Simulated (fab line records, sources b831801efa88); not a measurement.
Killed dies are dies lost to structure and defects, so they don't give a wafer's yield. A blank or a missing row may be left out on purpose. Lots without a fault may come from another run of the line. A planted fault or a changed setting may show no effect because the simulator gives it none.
Chamber matching | flow gf180mcu | GF_V4_CVD_02 on pecvd-02: 3 sister chambers
The step deposits SiO2 from TEOS, target thk 850 nm, time 94.851 s. 6 wafers are shown with their chamber, then 11 later ones without.

WAFERS WITH THEIR CHAMBER
wafer  | chamber | rf_fwd_power_W (W) | heater_power_w (W)
L083.4 | 1       | 593.4              | 680
L083.6 | 0       | 596.9              | 615
L084.4 | 0       | 598.2              | 614
L085.5 | 2       | 596.7              | 591
L085.6 | 1       | 594.6              | 634
L087.1 | 2       | 595.0              | 694

WAFERS WITHOUT THEIR CHAMBER
wafer  | rf_fwd_power_W (W) | heater_power_w (W)
L087.5 | 593.8              | 703
L087.6 | 595.0              | 635
L092.1 | 596.1              | 582
L092.3 | 592.8              | 679
L092.6 | 593.9              | 655
L093.1 | 596.3              | 613
L093.2 | 591.1              | 704
L093.5 | 596.9              | 505
L095.1 | 592.5              | 690
L095.5 | 597.0              | 629
L095.6 | 593.6              | 562

WHICH CHAMBER EACH WENT THROUGH
wafer  | from the rows above          | in truth
L087.5 | can't be placed: 1 or 2      | 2
L087.6 | can't be placed: 2 or 1 or 0 | 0
L092.1 | can't be placed: 2 or 0 or 1 | 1
L092.3 | can't be placed: 1 or 2      | 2
L092.6 | can't be placed: 1 or 2      | 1
L093.1 | can't be placed: 2 or 0 or 1 | 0
L093.2 | can't be placed: 1 or 2      | 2
L093.5 | can't be placed: 0 or 2 or 1 | 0
L095.1 | can't be placed: 1 or 2      | 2
L095.5 | can't be placed: 0 or 2      | 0
L095.6 | can't be placed: 1 or 2      | 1
Placed correctly: 0 of 11. Can't be placed from these rows: 11 (the true chamber is among the candidates in 11). Placed wrongly: 0.
How it was worked out, from the rows above alone: a wafer's distance from a chamber is the root of the sum, over the readings, of the square of ((its reading less the chamber's mean) divided by the reading's scatter). The wafer belongs to the nearest chamber; if the next one is less than 2 further off, it can't be placed. A chamber's mean is the mean of its shown wafers. The scatter: the root of (the sum of the squares of (reading less its chamber's mean) over the shown wafers, divided by (wafers less chambers)).
